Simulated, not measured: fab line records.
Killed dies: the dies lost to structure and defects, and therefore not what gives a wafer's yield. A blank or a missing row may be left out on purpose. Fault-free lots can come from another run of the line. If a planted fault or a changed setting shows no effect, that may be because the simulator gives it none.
fab line records    flow sky130    part 1 of 2: steps 1 to 26 of 38
[record] lots = 5  wafers = 15  last-day = 50
route steps=708 shown CONTACT@413 METAL1@434
lots that met no fault: from a run of the same line without faults
start-h: hours from the record's opening day to when the first of the lot's shown wafers began    wait-h: hours since the lot's step before    " repeats the value in the row above    L1.1+2: a row that stands for several wafers    - no value, or no start was given    * or withheld: withheld    < > ~ a bound
route shown NAME@n: NAME is a module with steps in the file, n the number in the route of the first one    usual: mean/standard deviation of fault-free wafers    same: alike in all rows    chamber/n: place in a boat    sites: each site's reading    _std_site: how widely they spread, as a standard deviation    _edge_site: outer sites' mean less inner sites'    radius-mm: how far each site lies from the wafer's centre    mask NAME#n: copy n    behind: tool/chamber where the wafer was last shaped    hold: why the lot went on hold/how many hours it stayed there/how the hold came to an end    device: names the non-switching transistor (n, p or np)    end of line: the same wafers' tests at the end of the route    where a step has no rows: the recipe by itself    killed: not the wafer's yield, but the dies lost to structure and defects at the first sort    map: shows each die of a wafer: x if killed, . if not, _ if none is there
set.NAME: the run value of the setting; set.NAME@STEP: its run value at that earlier step    model.NAME: the simulator's own value behind a step, which no gauge read
lots seen at some steps along the route; tables by step, rows by wafer
services: when a tool's chamber went out of use (start-h, in hours from the record's first day, below 0 if earlier), for how many hours, and the reason
[[steps]]
[step SKY_CONTACT_HMDS_07]
[recipe] prime-time-s = 60  prime-temp-c = 120
lot.wafer   tool            chamber  start-h  wait-h
L077.1+2+3  litho-track-01  0        754.43   0.1
L083.1+3+5  litho-track-01  0        803.38   0.1
L087.1+4+5  litho-track-04  0        819.68   0.1
L088.4+5+6  litho-track-04  0        839.51   0.1
L096.1+3+6  litho-track-01  0        891.58   0.1
[step SKY_CONTACT_COAT_08]
[recipe] resist = BARC  temp-c = withheld  time-s = withheld  spin-rpm = 3000  resist-thk-nm = 60
[usual] spin-speed-rpm = 3000.2/1.8
lot.wafer  tool            chamber  start-h  wait-h  spin-speed-rpm
L077.1     litho-track-01  0        754.58   0.1     2999.8
L077.2     "               0        "        "       3001.1
L077.3     "               0        "        "       3000.6
L083.1     litho-track-01  0        803.53   0.1     2999.3
L083.3     "               0        "        "       3000.2
L083.5     "               0        "        "       3000.7
L087.1     litho-track-04  0        819.83   0.1     3000.7
L087.4     "               0        "        "       3004.4
L087.5     "               0        "        "       3001.4
L088.4     litho-track-04  0        839.66   0.1     3001.1
L088.5     "               0        "        "       2998.9
L088.6     "               0        "        "       3000.3
L096.1     litho-track-01  0        891.73   0.1     2996.8
L096.3     "               0        "        "       2998.2
L096.6     "               0        "        "       3000.0
[step SKY_CONTACT_COAT_09]
[recipe] resist = KrF-thick  spin-rpm = 3000  resist-thk-nm = 450
[usual] spin-speed-rpm = 3000.4/2
lot.wafer  tool            chamber  start-h  wait-h  spin-speed-rpm
L077.1     litho-track-01  0        -        -       3002.2
L077.2     "               0        "        "       3003.1
L077.3     "               0        "        "       3002.4
L083.1     litho-track-01  0        -        -       3004.0
L083.3     "               0        "        "       3002.4
L083.5     "               0        "        "       3002.7
L087.1     litho-track-04  0        -        -       2997.7
L087.4     "               0        "        "       3000.9
L087.5     "               0        "        "       3000.3
L088.4     litho-track-04  0        -        -       3000.6
L088.5     "               0        "        "       3000.7
L088.6     "               0        "        "       3000.1
L096.1     litho-track-01  0        -        -       3001.6
L096.3     "               0        "        "       2999.0
L096.6     "               0        "        "       2999.3
[step SKY_CONTACT_SOFTBAKE_10]
[recipe] temp-c = 100  time-s = 90  resist = KrF-thick
[usual] plate-temp-C = 99.95/0.11
lot.wafer  tool            chamber  start-h  wait-h  plate-temp-C
L077.1     litho-track-01  0        -        -       99.98
L077.2     "               0        "        "       100.02
L077.3     "               0        "        "       99.97
L083.1     litho-track-01  0        -        -       99.97
L083.3     "               0        "        "       99.89
L083.5     "               0        "        "       99.87
L087.1     litho-track-04  0        -        -       99.94
L087.4     "               0        "        "       99.91
L087.5     "               0        "        "       99.92
L088.4     litho-track-04  0        -        -       100.00
L088.5     "               0        "        "       100.00
L088.6     "               0        "        "       100.15
L096.1     litho-track-01  0        -        -       100.11
L096.3     "               0        "        "       99.95
L096.6     "               0        "        "       99.99
[step SKY_CONTACT_EXPOSE_11]
[recipe] mask-id = CTM1  na = 0.8  source-shape = annular  sigma-inner = 0.55  sigma-outer = 0.85  target-cd-nm = 170  dose-mj = 38
[usual] exposure-dose-mJ-cm2 = 37.96/0.059
lot.wafer  tool            chamber  start-h  wait-h  mask    exposure-dose-mJ-cm2
L077.1     krf-scanner-02  0        -        -       CTM1#0  37.97
L077.2     "               0        "        "       CTM1#0  37.99
L077.3     "               0        "        "       CTM1#0  38.03
L083.1     krf-scanner-02  0        -        -       CTM1#0  38.05
L083.3     "               0        "        "       CTM1#0  38.08
L083.5     "               0        "        "       CTM1#0  38.07
L087.1     krf-scanner-01  0        -        -       CTM1#0  37.91
L087.4     "               0        "        "       CTM1#0  37.84
L087.5     "               0        "        "       CTM1#0  37.92
L088.4     krf-scanner-01  0        -        -       CTM1#0  37.90
L088.5     "               0        "        "       CTM1#0  37.94
L088.6     "               0        "        "       CTM1#0  37.99
L096.1     krf-scanner-01  0        -        -       CTM1#0  37.93
L096.3     "               0        "        "       CTM1#0  37.87
L096.6     "               0        "        "       CTM1#0  37.85
[step SKY_CONTACT_PEB_12]
[recipe] peb-temp-c = withheld  peb-time-s = withheld  resist = KrF-thick
lot.wafer   tool            chamber  start-h  wait-h
L077.1+2+3  litho-track-04  0        -        -
L083.1+3+5  litho-track-03  0        -        -
L087.1+4+5  litho-track-01  0        -        -
L088.4+5+6  litho-track-01  0        -        -
L096.1+3+6  litho-track-01  0        -        -
[step SKY_CONTACT_DEVELOP_13]
[recipe] develop-time-s = 60  resist = KrF-thick  dev-temp-c = 21
lot.wafer   tool            chamber  start-h  wait-h
L077.1+2+3  litho-track-04  0        -        -
L083.1+3+5  litho-track-03  0        -        -
L087.1+4+5  litho-track-01  0        -        -
L088.4+5+6  litho-track-01  0        -        -
L096.1+3+6  litho-track-01  0        -        -
[step SKY_CONTACT_CD_MEAS_14]
[recipe] target-cd-nm = 170
[usual] cd-nm = 170.5/1.5
lot.wafer  tool       chamber  start-h  wait-h  cd-nm
L077.1     cd-sem-01  -        768.43   -       171.8
L077.2     "          -        "        "       172.1
L077.3     "          -        "        "       172.6
L083.1     cd-sem-02  -        816.68   -       171.5
L083.3     "          -        "        "       171.9
L083.5     "          -        "        "       171.9
L087.1     cd-sem-01  -        833.28   -       171.0
L087.4     "          -        "        "       169.5
L087.5     "          -        "        "       169.2
L088.4     cd-sem-01  -        853.24   -       170.0
L088.5     "          -        "        "       169.9
L088.6     "          -        "        "       171.2
L096.1     cd-sem-02  -        904.98   -       167.8
L096.3     "          -        "        "       168.4
L096.6     "          -        "        "       168.9
[step SKY_CONTACT_OVL_MEAS_15]
[usual] CONTACT_OVL = 0/6.1
lot.wafer  tool        chamber  start-h  wait-h  CONTACT_OVL[nm]
L077.1     overlay-02  -        768.55   0.1     12
L077.2     "           -        "        "       1
L077.3     "           -        "        "       11
L083.1     overlay-02  -        816.80   0.1     -10
L083.3     "           -        "        "       -9
L083.5     "           -        "        "       -8
L087.1     overlay-02  -        833.40   0.1     0
L087.4     "           -        "        "       1
L087.5     "           -        "        "       1
L088.4     overlay-01  -        853.32   0.1     -11
L088.5     "           -        "        "       -12
L088.6     "           -        "        "       -10
L096.1     overlay-02  -        905.10   0.1     -3
L096.3     "           -        "        "       0
L096.6     "           -        "        "       -5
[step SKY_CONTACT_ETCH_16]
[recipe] chemistry = N2/H2  target = BARC  ion-energy-ev = 200  source-w = 500  bias-w = 100  pressure-mtorr = 30  n2-flow-sccm = 100  h2-flow-sccm = 200  stop-on = SiO2  time-s = 45.9  target-depth-a = 600
[usual] drypump-motor-current-A = 5.9/0.48  oes-product-au = 0.855/0.0048  throttle-valve-pct = 13.225/0.0092
lot.wafer  tool         chamber  start-h  wait-h  drypump-motor-current-A  oes-product-au  rf-hours-counter-h  throttle-valve-pct
L077.1     rie-diel-02  3        768.59   0.0     5.2                      0.849           4                   13.225
L077.2     "            2        "        "       6.2                      0.851           1                   13.223
L077.3     "            0        "        "       5.9                      0.855           9                   13.226
L083.1     rie-diel-03  2        816.84   0.0     5.7                      0.853           23                  13.232
L083.3     "            1        "        "       6.3                      0.859           15                  13.232
L083.5     "            3        "        "       6.5                      0.846           -                   13.234
L087.1     rie-diel-02  2        833.43   0.0     6.2                      0.851           3                   13.219
L087.4     "            2        "        "       6.2                      0.853           -                   13.233
L087.5     "            0        "        "       5.9                      0.858           -                   13.205
L088.4     rie-diel-03  1        853.35   0.0     6.3                      0.856           -                   13.232
L088.5     "            0        "        "       5.3                      0.858           -                   13.234
L088.6     "            2        "        "       5.8                      0.866           -                   13.220
L096.1     rie-diel-01  1        905.13   0.0     6.7                      0.853           2                   13.218
L096.3     "            0        "        "       5.8                      0.854           15                  13.235
L096.6     "            2        "        "       6.1                      0.856           -                   13.222
[step SKY_CONTACT_ETCH_17]
[recipe] target = SiO2  chemistry = C4F8/O2/Ar  stop-on = Si3N4  mask-material = KrF-thick  source-w = 1500  bias-w = 1200  pressure-mtorr = 40  c4f8-flow-sccm = withheld  O2_flow_sccm = 6  Ar_flow_sccm = 300  time-s = withheld  target-depth-a = 3400
[usual] oes-product-au = 0.892/0.0051
lot.wafer  tool         chamber  start-h  wait-h  oes-product-au
L077.1     rie-diel-02  3        768.63   0.0     0.888
L077.2     "            2        "        "       0.886
L077.3     "            0        "        "       0.899
L083.1     rie-diel-03  3        816.88   0.0     0.902
L083.3     "            1        "        "       0.891
L083.5     "            3        "        "       0.889
L087.1     rie-diel-02  2        833.47   0.0     0.882
L087.4     "            2        "        "       0.886
L087.5     "            0        "        "       0.889
L088.4     rie-diel-03  1        853.40   0.0     0.892
L088.5     "            0        "        "       0.888
L088.6     "            2        "        "       0.895
L096.1     rie-diel-01  2        905.18   0.0     0.899
L096.3     "            0        "        "       0.894
L096.6     "            3        "        "       0.890
[step SKY_CONTACT_ETCH_18]
[recipe] target = Si3N4  chemistry = CHF3/O2  stop-on = TiN  source-w = 600  bias-w = 200  pressure-mtorr = 40  chf3-flow-sccm = 50  O2_flow_sccm = 5  time-s = 39  target-depth-a = 750
[usual] drypump-motor-current-A = 5.9/0.47  oes-product-au = 0.856/0.0077  throttle-valve-pct = 8.793/0.0082
lot.wafer  tool         chamber  start-h  wait-h  drypump-motor-current-A  oes-product-au  rf-hours-counter-h  throttle-valve-pct
L077.1     rie-diel-02  3        -        -       5.2                      0.857           4                   8.790
L077.2     "            2        "        "       6.3                      0.847           1                   8.792
L077.3     "            0        "        "       5.8                      0.856           9                   8.786
L083.1     rie-diel-03  1        -        -       6.3                      0.872           15                  8.801
L083.3     "            0        "        "       5.2                      0.862           4                   8.785
L083.5     "            2        "        "       5.7                      0.863           -                   8.794
L087.1     rie-diel-02  2        -        -       6.2                      0.853           3                   8.786
L087.4     "            2        "        "       6.2                      0.866           -                   8.798
L087.5     "            0        "        "       5.8                      0.867           -                   8.790
L088.4     rie-diel-03  1        -        -       6.3                      0.874           -                   8.796
L088.5     "            0        "        "       5.2                      0.854           -                   8.790
L088.6     "            2        "        "       5.7                      0.864           -                   8.801
L096.1     rie-diel-01  2        -        -       6.1                      0.840           2                   8.785
L096.3     "            3        "        "       5.1                      0.838           18                  8.788
L096.6     "            2        "        "       6.1                      0.857           -                   8.768
[step SKY_CONTACT_STRIP_19]
[recipe] chemistry = O2/N2  power-w = 1400  pressure-mtorr = 1500  platen-temp-c = withheld  o2-flow-sccm = 3000  n2-flow-sccm = 300  overash-fraction = 0.5
[usual] drypump-motor-current-A = 5.5/0.51  oes-product-au = 0.381/0.0046  strip-time-to-endpoint-s = 3.627/0.026
lot.wafer  tool             chamber  start-h  wait-h  drypump-motor-current-A  oes-product-au  rf-hours-counter-h  strip-time-to-endpoint-s
L077.1     plasma-asher-01  1        768.72   -       6.1                      0.378           2                   3.645
L077.2     "                0        "        "       6.3                      0.383           2                   3.637
L077.3     "                1        "        "       6.1                      0.372           -                   3.618
L083.1     plasma-asher-02  1        816.97   -       4.7                      0.378           98                  3.608
L083.3     "                1        "        "       4.7                      0.389           -                   3.612
L083.5     "                1        "        "       4.7                      0.382           -                   3.654
L087.1     plasma-asher-04  1        833.57   -       5.9                      0.381           42                  3.630
L087.4     "                0        "        "       5.4                      0.388           -                   3.637
L087.5     "                1        "        "       5.8                      0.381           -                   3.664
L088.4     plasma-asher-02  1        853.50   -       4.8                      0.373           -                   3.619
L088.5     "                0        "        "       5.5                      0.381           -                   3.653
L088.6     "                1        "        "       4.8                      0.382           -                   3.646
L096.1     plasma-asher-02  0        905.27   -       5.4                      0.384           107                 3.596
L096.3     "                1        "        "       4.8                      0.376           -                   3.591
L096.6     "                1        "        "       4.8                      0.378           -                   3.609
[step SKY_CONTACT_STRIP_20]
[recipe] chemistry = post-etch-residue-remover  time-s = 1200  temp-c = 72.5
lot.wafer   tool          chamber  start-h  wait-h
L077.1+2+3  wet-bench-04  2        768.82   0.1
L083.1+3+5  wet-bench-01  3        817.07   0.1
L087.1+4+5  wet-bench-01  2        833.67   0.1
L088.4+5+6  wet-bench-01  3        853.57   0.0
L096.1+3+6  wet-bench-02  3        905.37   0.1
[step SKY_CONTACT_CLEAN_21]
[recipe] chemistry = IPA  time-s = 180  temp-c = 25
lot.wafer   tool          chamber  start-h  wait-h
L077.1+2+3  wet-bench-02  3        769.16   0.0
L083.1+3+5  wet-bench-04  0        817.44   0.0
L087.1+4+5  wet-bench-04  1        834.01   0.0
L088.4+5+6  wet-bench-02  3        853.91   0.0
L096.1+3+6  wet-bench-01  2        905.74   0.0
[step SKY_CONTACT_CLEAN_22]
[recipe] chemistry = O3/DIW  dry = n2-spin
lot.wafer   tool          chamber  start-h  wait-h
L077.1+2+3  wet-bench-04  2        769.22   0.0
L083.1+3+5  wet-bench-02  1        817.51   0.0
L087.1+4+5  wet-bench-02  0        834.07   0.0
L088.4+5+6  wet-bench-01  3        853.97   0.0
L096.1+3+6  wet-bench-04  2        905.80   0.0
[step SKY_CONTACT_SPUTTER_23]
[recipe] material = TiN  target-thk-nm = 20  chamber-pressure-pa = 5  power-w = 4000  time-s = 80
[usual] throttle-valve-pct = 30.2/1.2
lot.wafer  tool            chamber  start-h  wait-h  throttle-valve-pct
L077.1     pvd-sputter-01  -        769.31   0.0     30.7
L077.2     "               -        "        "       31.5
L077.3     "               -        "        "       29.8
L083.1     pvd-sputter-01  -        817.60   0.0     29.9
L083.3     "               -        "        "       28.4
L083.5     "               -        "        "       30.4
L087.1     pvd-sputter-02  -        834.17   0.0     28.4
L087.4     "               -        "        "       31.2
L087.5     "               -        "        "       30.0
L088.4     pvd-sputter-04  -        854.06   0.0     30.5
L088.5     "               -        "        "       30.2
L088.6     "               -        "        "       28.9
L096.1     pvd-sputter-04  -        905.90   0.0     29.2
L096.3     "               -        "        "       29.0
L096.6     "               -        "        "       28.8
[step SKY_CONTACT_CVD_24]
[recipe] material = W  target-thk-nm = 340  time-s = 102.12  temp-c = 400  pressure-torr = 40
[usual] chamber-pressure-Torr = 40.01/0.092  heater-power-w = 938/49
lot.wafer  tool      chamber  start-h  wait-h  chamber-pressure-Torr  heater-power-w
L077.1     cvd-w-02  0        769.37   0.0     40.01                  898
L077.2     "         1        "        "       40.00                  949
L077.3     "         1        "        "       40.08                  950
L083.1     cvd-w-01  0        817.66   0.0     39.97                  890
L083.3     "         0        "        "       39.81                  894
L083.5     "         1        "        "       40.17                  1022
L087.1     cvd-w-02  1        834.23   0.0     39.93                  962
L087.4     "         0        "        "       39.98                  905
L087.5     "         1        "        "       40.06                  926
L088.4     cvd-w-01  1        854.16   0.1     40.09                  1010
L088.5     "         1        "        "       40.04                  1040
L088.6     "         0        "        "       39.96                  935
L096.1     cvd-w-02  0        905.96   0.0     40.11                  892
L096.3     "         0        "        "       39.92                  899
L096.6     "         0        "        "       40.06                  906
[step SKY_CONTACT_RS_MEAS_25]
[recipe] thk-meas-gauge = four-point-probe  reads = W_of_CONTACT_CVD_24+TiN_of_CONTACT_SPUTTER_23
[usual] CONTACT_W_RS = 0.336/0.0048
lot.wafer  tool           chamber  start-h  wait-h  CONTACT_W_RS[ohm/sq]
L077.1     film-metro-01  -        769.48   0.1     0.340
L077.2     "              -        "        "       0.337
L077.3     "              -        "        "       0.337
L083.1     film-metro-01  -        817.77   0.1     0.327
L083.3     "              -        "        "       0.328
L083.5     "              -        "        "       0.340
L087.1     film-metro-01  -        834.34   0.1     0.333
L087.4     "              -        "        "       0.343
L087.5     "              -        "        "       0.335
L088.4     film-metro-02  -        854.29   0.1     0.339
L088.5     "              -        "        "       0.338
L088.6     "              -        "        "       0.327
L096.1     film-metro-02  -        906.07   0.1     0.341
L096.3     "              -        "        "       0.340
L096.6     "              -        "        "       0.342
[step SKY_CONTACT_THK_MEAS_26]
[recipe] thk-meas-gauge = xrf  reads = W_of_CONTACT_CVD_24
[usual] CONTACT_W_THK = 345/6.8
lot.wafer  tool           chamber  start-h  wait-h  CONTACT_W_THK[nm]
L077.1     film-metro-01  -        769.60   0.1     334
L077.2     "              -        "        "       337
L077.3     "              -        "        "       336
L083.1     film-metro-01  -        817.89   0.1     350
L083.3     "              -        "        "       349
L083.5     "              -        "        "       336
L087.1     film-metro-01  -        834.46   0.1     342
L087.4     "              -        "        "       332
L087.5     "              -        "        "       341
L088.4     film-metro-02  -        854.38   0.1     349
L088.5     "              -        "        "       351
L088.6     "              -        "        "       358
L096.1     film-metro-02  -        906.19   0.1     346
L096.3     "              -        "        "       348
L096.6     "              -        "        "       342
[step SKY_CONTACT_CMP_27]
[recipe] stop-on = SiO2  t-overpolish-s = 15  down-force-psi = 3.5  platen-rpm = 60  target-thk-nm = 0  pad-velocity-m-s = 0.94248
[usual] motor-current-A = 11.3/0.82  overpolish-run-s = 15.000/0.01  time-to-endpoint-s = 82.5/2.4
lot.wafer  tool    chamber  start-h  wait-h  motor-current-A  overpolish-run-s  time-to-endpoint-s
L077.1     cmp-02  3        769.78   0.2     12.2             15.016            85.3
L077.3     "       0        "        "       10.6             14.995            81.0
L077.2     "       1        "        "       10.4             14.983            82.9
L083.1     cmp-01  2        817.95   0.1     11.1             14.998            81.0
L083.3     "       3        "        "       10.7             14.998            83.1
L083.5     "       2        "        "       11.8             14.999            80.0
L087.1     cmp-01  1        834.52   0.1     10.8             15.009            82.4
L087.4     "       2        "        "       11.8             15.005            82.1
L087.5     "       2        "        "       11.3             14.996            79.0
L088.4     cmp-02  3        855.42   1.0     12.6             15.001            85.2
L088.6     "       1        "        "       10.6             14.997            85.9
L088.5     "       2        "        "       12.6             15.005            82.6
L096.1     cmp-02  1        906.30   0.1     11.1             15.010            84.1
L096.3     "       2        "        "       12.4             15.000            82.3
L096.6     "       0        "        "       10.4             15.011            77.2
[step SKY_METAL1_SPUTTER_00]
[recipe] material = Ti  target-thk-nm = 15  power-w = 3000  time-s = 10  chamber-pressure-pa = 0.4
[usual] throttle-valve-pct = 29.7/1.1
lot.wafer  tool            chamber  start-h  wait-h  throttle-valve-pct
L077.1     pvd-sputter-02  -        770.08   0.2     31.1
L077.2     "               -        "        "       28.5
L077.3     "               -        "        "       30.0
L083.1     pvd-sputter-03  -        818.25   0.2     30.0
L083.3     "               -        "        "       27.6
L083.5     "               -        "        "       29.9
L087.1     pvd-sputter-01  -        834.82   0.2     31.5
L087.4     "               -        "        "       28.4
L087.5     "               -        "        "       28.6
L088.4     pvd-sputter-01  -        855.62   0.1     30.5
L088.5     "               -        "        "       28.6
L088.6     "               -        "        "       31.3
L096.1     pvd-sputter-01  -        906.55   0.2     28.3
L096.3     "               -        "        "       30.5
L096.6     "               -        "        "       29.9
[step SKY_METAL1_SPUTTER_01]
[recipe] material = TiN  target-thk-nm = 20  power-w = 6500  time-s = 16.7  chamber-pressure-pa = 0.4
[usual] throttle-valve-pct = 29.8/1.1
lot.wafer  tool            chamber  start-h  wait-h  throttle-valve-pct
L077.1     pvd-sputter-02  -        770.10   0.0     31.4
L077.2     "               -        "        "       28.8
L077.3     "               -        "        "       30.0
L083.1     pvd-sputter-03  -        818.27   0.0     30.1
L083.3     "               -        "        "       27.7
L083.5     "               -        "        "       29.6
L087.1     pvd-sputter-01  -        834.84   0.0     31.3
L087.4     "               -        "        "       28.8
L087.5     "               -        "        "       28.6
L088.4     pvd-sputter-01  -        855.64   0.0     30.6
L088.5     "               -        "        "       28.4
L088.6     "               -        "        "       31.4
L096.1     pvd-sputter-01  -        906.57   0.0     28.6
L096.3     "               -        "        "       30.7
L096.6     "               -        "        "       29.6
[step SKY_METAL1_SPUTTER_02]
[recipe] material = AlCu  target-thk-nm = 250  power-w = 10600  time-s = 13.3  chamber-pressure-pa = 0.4
[usual] throttle-valve-pct = 29.8/1
lot.wafer  tool            chamber  start-h  wait-h  throttle-valve-pct
L077.1     pvd-sputter-02  -        770.13   0.0     31.2
L077.2     "               -        "        "       28.6
L077.3     "               -        "        "       29.9
L083.1     pvd-sputter-03  -        818.30   0.0     30.1
L083.3     "               -        "        "       27.5
L083.5     "               -        "        "       29.9
L087.1     pvd-sputter-01  -        834.87   0.0     31.4
L087.4     "               -        "        "       28.7
L087.5     "               -        "        "       28.5
L088.4     pvd-sputter-01  -        855.67   0.0     30.1
L088.5     "               -        "        "       28.7
L088.6     "               -        "        "       31.5
L096.1     pvd-sputter-01  -        906.60   0.0     28.6
L096.3     "               -        "        "       30.7
L096.6     "               -        "        "       29.9
[step SKY_METAL1_SPUTTER_03]
[recipe] material = Ti  target-thk-nm = 5  power-w = 3000  time-s = 3.3  chamber-pressure-pa = 0.4
[usual] throttle-valve-pct = 29.7/1
lot.wafer  tool            chamber  start-h  wait-h  throttle-valve-pct
L077.1     pvd-sputter-02  -        770.15   0.0     30.8
L077.2     "               -        "        "       28.5
L077.3     "               -        "        "       29.9
L083.1     pvd-sputter-03  -        818.32   0.0     30.1
L083.3     "               -        "        "       27.9
L083.5     "               -        "        "       29.9
L087.1     pvd-sputter-01  -        834.89   0.0     31.5
L087.4     "               -        "        "       28.9
L087.5     "               -        "        "       28.6
L088.4     pvd-sputter-01  -        855.69   0.0     30.3
L088.5     "               -        "        "       28.5
L088.6     "               -        "        "       31.4
L096.1     pvd-sputter-01  -        906.62   0.0     28.8
L096.3     "               -        "        "       30.4
L096.6     "               -        "        "       30.0
[step SKY_METAL1_SPUTTER_04]
[recipe] material = TiN  target-thk-nm = 70  power-w = 6500  time-s = 58.3  chamber-pressure-pa = 0.4
[usual] throttle-valve-pct = 29.7/1
lot.wafer  tool            chamber  start-h  wait-h  throttle-valve-pct
L077.1     pvd-sputter-02  -        770.17   0.0     30.9
L077.2     "               -        "        "       28.5
L077.3     "               -        "        "       30.3
L083.1     pvd-sputter-03  -        818.34   0.0     30.1
L083.3     "               -        "        "       27.7
L083.5     "               -        "        "       29.8
L087.1     pvd-sputter-01  -        834.91   0.0     31.4
L087.4     "               -        "        "       28.3
L087.5     "               -        "        "       28.4
L088.4     pvd-sputter-01  -        855.71   0.0     30.6
L088.5     "               -        "        "       28.5
L088.6     "               -        "        "       31.3
L096.1     pvd-sputter-01  -        906.64   0.0     28.7
L096.3     "               -        "        "       30.4
L096.6     "               -        "        "       29.9
